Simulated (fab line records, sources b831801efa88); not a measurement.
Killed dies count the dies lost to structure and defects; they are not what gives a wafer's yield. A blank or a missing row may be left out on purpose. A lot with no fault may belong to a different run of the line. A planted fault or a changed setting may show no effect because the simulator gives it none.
Which tool was responsible? | flow sfqLine | Sampling: 13 lots, 39 wafers, 3 of 325 route steps

## WHAT EACH GAUGE READ, for each wafer
The record holds no reading of a measuring or inspecting step that can be judged against a usual standard deviation.

## EACH LOT AND THE TOOL THAT RAN IT (in order: tool; ch and the chambers of the sampled wafers; start)
lot  | SFQ_TRILAYER_I1_CMP_CMP_046   | SFQ_TRILAYER_I1_METRO_MEASURE_047 | SFQ_TRILAYER_I1_VIA_ETCH_VIA_ETCH_052
L933 | cmp-01 ch 0,2,3, day 12 18:49 | filmMetro-02, day 12 20:56        | rieDiel-04 ch 2,3, day 17 08:01
L934 | cmp-02 ch 0,1,2, day 13 05:35 | filmMetro-03, day 13 08:12        | rieDiel-01 ch 1,3, day 17 18:49
L935 | cmp-02 ch 1,2,3, day 13 22:11 | filmMetro-03, day 14 00:43        | rieDiel-04 ch 0,1, day 18 12:49
L936 | cmp-01 ch 0,1,2, day 14 09:58 | filmMetro-02, day 14 13:05        | rieDiel-01 ch 0,2,3, day 19 03:01
L937 | cmp-02 ch 0,3, day 14 11:57   | filmMetro-03, day 14 15:16        | rieDiel-01 ch 0,2, day 19 06:37
L938 | cmp-01 ch 0,1,3, day 15 00:33 | filmMetro-02, day 15 03:40        | rieDiel-02 ch 1,2,3, day 19 19:49
L939 | cmp-02 ch 1,2,3, day 15 08:22 | filmMetro-02, day 15 11:41        | rieDiel-02 ch 1,3, day 20 05:25
L940 | cmp-01 ch 2,3, day 15 13:22   | filmMetro-01, day 15 16:41        | rieDiel-01 ch 0,2,3, day 20 12:37
L944 | cmp-01 ch 0,1,3, day 16 20:37 | filmMetro-01, day 16 23:56        | rieDiel-02 ch 1,2,3, day 21 22:13
L945 | cmp-01 ch 2,3, day 17 03:07   | filmMetro-03, day 17 05:56        | rieDiel-01 ch 0,1,2, day 22 03:01
L948 | cmp-02 ch 0,1,3, day 18 03:31 | filmMetro-01, day 18 06:20        | rieDiel-01 ch 0,1, day 23 09:34
L950 | cmp-01 ch 0,1,3, day 18 12:43 | filmMetro-02, day 18 14:56        | rieDiel-02 ch 1,2,3, day 23 22:46
L954 | cmp-02 ch 1,2,3, day 19 14:13 | filmMetro-03, day 19 17:32        | rieDiel-02 ch 2,3, day 25 02:30
- SFQ_TRILAYER_I1_CMP_CMP_046: polishes SiO2.
- SFQ_TRILAYER_I1_METRO_MEASURE_047
- SFQ_TRILAYER_I1_VIA_ETCH_VIA_ETCH_052: etches SiO2 in CHF3, stops on Nb, target depth 260 nm.

## AS READ BY THE TOOLS THEMSELVES (means over the sampled wafers that have a number; for cases with no such wafer, the mark the record gives instead)
SFQ_TRILAYER_I1_CMP_CMP_046. Usual: motorCurrentA 10.2 A, standard deviation 0.75; timeToEndpointS 207 s, standard deviation 11.
lot  | tool   | motorCurrentA (A) | timeToEndpointS (s) | flag
L933 | cmp-01 | 10.3              | 216                 | 
L934 | cmp-02 | 9.9               | 200                 | 
L935 | cmp-02 | 9.7               | 204                 | 
L936 | cmp-01 | 10.1              | 214                 | 
L937 | cmp-02 | 10.8              | 193                 | 
L938 | cmp-01 | 10.2              | 210                 | 
L939 | cmp-02 | 9.9               | 200                 | 
L940 | cmp-01 | 9.9               | 207                 | 
L944 | cmp-01 | 10.0              | 213                 | 
L945 | cmp-01 | 9.9               | 199                 | 
L948 | cmp-02 | 10.7              | 201                 | 
L950 | cmp-01 | 10.0              | 207                 | 
L954 | cmp-02 | 9.7               | 207                 | 

SFQ_TRILAYER_I1_METRO_MEASURE_047. Usual: thkNm reads 199.0 nm (standard deviation 1.4).
lot  | tool         | thkNm (nm) | flag
L933 | filmMetro-02 | 199.2      | 
L934 | filmMetro-03 | 198.6      | 
L935 | filmMetro-03 | 198.2      | 
L936 | filmMetro-02 | 199.6      | 
L937 | filmMetro-03 | 197.6      | 
L938 | filmMetro-02 | 199.4      | 
L939 | filmMetro-02 | 198.1      | 
L940 | filmMetro-01 | 200.9      | 
L944 | filmMetro-01 | 199.4      | 
L945 | filmMetro-03 | 200.0      | 
L948 | filmMetro-01 | 199.1      | 
L950 | filmMetro-02 | 216.7      | OFF
L954 | filmMetro-03 | 199.5      | 

SFQ_TRILAYER_I1_VIA_ETCH_VIA_ETCH_052. Usual: drypumpMotorCurrentA 5.5 A, standard deviation 0.42; oesProductAu 0.852 a.u., standard deviation 0.0057.
lot  | tool       | drypumpMotorCurrentA (A) | oesProductAu (a.u.) | flag
L933 | rieDiel-04 | 5.8                      | 0.851               | 
L934 | rieDiel-01 | 5.5                      | 0.848               | 
L935 | rieDiel-04 | 5.2                      | 0.852               | 
L936 | rieDiel-01 | 5.3                      | 0.860               | 
L937 | rieDiel-01 | 5.0                      | 0.853               | 
L938 | rieDiel-02 | 5.9                      | 0.847               | 
L939 | rieDiel-02 | 6.0                      | 0.848               | 
L940 | rieDiel-01 | 5.3                      | 0.859               | 
L944 | rieDiel-02 | 6.0                      | 0.854               | 
L945 | rieDiel-01 | 5.1                      | 0.851               | 
L948 | rieDiel-01 | 5.3                      | 0.850               | 
L950 | rieDiel-02 | 5.9                      | 0.893               | OFF
L954 | rieDiel-02 | 5.8                      | 0.851               | 

## THE ANSWER, worked out from the rows above alone
Rule: a lot is off if the mean of its wafers that have a number lies more than 3 standard deviations from the usual mean. A lot without any number at a reading at which 4 lots or more have one is off too. All remaining lots with rows at the step are treated as sound. First the gauges in route order, then the tools' own readings, where a lot's mean is used as printed above. The first step at which some lot is off is used, and at that step the reading that is off furthest; a lot without a number counts as furthest.
Off: L950 (SFQ_TRILAYER_I1_METRO_MEASURE_047, thkNm).
If a tool, at that step or one of the process steps before it, ran each lot that is off and ran no sound lot following the first of them, it fits. Undecided on this evidence; 2 tools fit (cmp-01 at SFQ_TRILAYER_I1_CMP_CMP_046, filmMetro-02 at SFQ_TRILAYER_I1_METRO_MEASURE_047).

## WHAT WAS PUT IN BY THE SIMULATOR
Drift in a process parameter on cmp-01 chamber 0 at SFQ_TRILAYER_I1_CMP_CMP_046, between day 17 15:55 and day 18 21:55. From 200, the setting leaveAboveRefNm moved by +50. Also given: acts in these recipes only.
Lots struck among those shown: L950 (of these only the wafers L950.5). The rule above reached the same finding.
